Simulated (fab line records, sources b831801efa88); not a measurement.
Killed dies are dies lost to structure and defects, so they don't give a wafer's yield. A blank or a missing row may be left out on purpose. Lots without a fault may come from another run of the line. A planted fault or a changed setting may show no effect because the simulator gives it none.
Split-lot experiment | flow sfq_line | 5 lots, 23 wafers read, on a route of 325 steps

THE SPLIT
At SFQ_TRILAYER_M2_ETCH_METAL_ETCH_060 (etches Nb in Cl2/Ar, stops on SiO2, target depth 240 nm, time 120 s), the setting time_s was moved away from the recipe's 120 s on 6 of the 23 wafers read, by -10.3% to -8.3%. The other wafers ran this setting at the recipe's value.

The reading is taken at the split's own step.

THE READING
oes_product_au, in a.u., at SFQ_TRILAYER_M2_ETCH_METAL_ETCH_060 (etches Nb in Cl2/Ar, stops on SiO2, target depth 240 nm, time 120 s). Fault-free wafers of this fab line usually give 0.894 a.u., standard deviation 0.009 a.u..

wafer  | tool, chamber at the split | time_s as run, s | against the recipe | oes_product_au, a.u. | against lot-mates on the recipe
L074.1 | rie_metal-01, 1            | 120              | recipe             | 0.897                | -
L074.3 | rie_metal-01, 1            | 120              | recipe             | 0.891                | -
L074.6 | rie_metal-01, 0            | 120              | recipe             | 0.883                | -
L075.2 | rie_metal-02, 0            | 110.1            | -8.3%              | 0.927                | +0.029
L075.3 | rie_metal-02, 0            | 120              | recipe             | 0.906                | -
L075.4 | rie_metal-02, 1            | 110.1            | -8.3%              | 0.940                | +0.042
L075.5 | rie_metal-02, 1            | 120              | recipe             | 0.890                | -
L075.6 | rie_metal-02, 0            | 110.1            | -8.3%              | 0.936                | +0.038
L079.1 | rie_metal-04, 0            | 107.6            | -10.3%             | 0.933                | +0.030
L079.3 | rie_metal-04, 0            | 107.6            | -10.3%             | 0.953                | +0.050
L079.4 | rie_metal-04, 1            | 107.6            | -10.3%             | 0.939                | +0.036
L079.5 | rie_metal-04, 0            | 120              | recipe             | 0.899                | -
L079.6 | rie_metal-04, 1            | 120              | recipe             | 0.907                | -
L083.1 | rie_metal-02, 0            | 120              | recipe             | 0.904                | -
L083.2 | rie_metal-02, 1            | 120              | recipe             | 0.893                | -
L083.3 | rie_metal-02, 0            | 120              | recipe             | 0.899                | -
L083.4 | rie_metal-02, 1            | 120              | recipe             | 0.919                | -
L083.6 | rie_metal-02, 1            | 120              | recipe             | 0.898                | -
L084.1 | rie_metal-01, 1            | 120              | recipe             | 0.885                | -
L084.2 | rie_metal-01, 0            | 120              | recipe             | 0.885                | -
L084.3 | rie_metal-01, 1            | 120              | recipe             | 0.877                | -
L084.4 | rie_metal-01, 0            | 120              | recipe             | 0.884                | -
L084.5 | rie_metal-01, 1            | 120              | recipe             | 0.887                | -

THE FIT
A straight line over all 23 wafers: oes_product_au changes by -0.00468 a.u. for each +1% of time_s; r = -0.89; the points scatter about the line by 0.01 a.u..
The same after taking each lot's own level away (the mean of its wafers on the recipe; 23 wafers): -0.00399 a.u. for each +1%; r = -0.92; scatter 0.0071 a.u..
On that fit, the largest move of time_s shifts the reading by 0.041 a.u..
The lots' own levels span 0.8836 to 0.9030 a.u., that is 2.2 times the standard deviation above.
So the lot-to-lot level changes the slope: the two fits differ.
Check: with one of the wafers moved furthest among these (-10.3%) left out of the fit, the line predicts +0.0442 a.u. for it against its lot-mates. It came out at +0.03 a.u. against them.
Tool readings at the split's step, against how far the setting was moved: oes_product_au r = -0.89.

OTHER SPLITS ON THESE WAFERS
These wafers also went through other splits before the reading. Each is held against what the fit with the lots' levels taken away leaves over:
other split on the same wafers                  | wafers away from the commonest value | r with oes_product_au (lot level and that fit taken away)
SFQ_TRILAYER_L0_VIA_LITHO_EXPOSE_014 dose_mj    | 7                                    | -0.12
SFQ_TRILAYER_L0_VIA_LITHO_PEB_016 peb_time_s    | 5                                    | +0.28
SFQ_TRILAYER_M0_LITHO_COAT_026 spin_rpm         | 5                                    | +0.13
SFQ_TRILAYER_M0_BARC_OPEN_METAL_ETCH_031 time_s | 11                                   | +0.24
SFQ_TRILAYER_I0_VIA_LITHO_COAT_036 spin_rpm     | 6                                    | -0.43
SFQ_TRILAYER_M1_BARC_OPEN_METAL_ETCH_054 time_s | 7                                    | -0.24
SFQ_TRILAYER_M2_LITHO_COAT_057 resist_thk_nm    | 9                                    | -0.27

THE FILE'S OWN FIT
oes_product_au changes by -0.00401 a.u. for each +1% of time_s, r = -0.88.
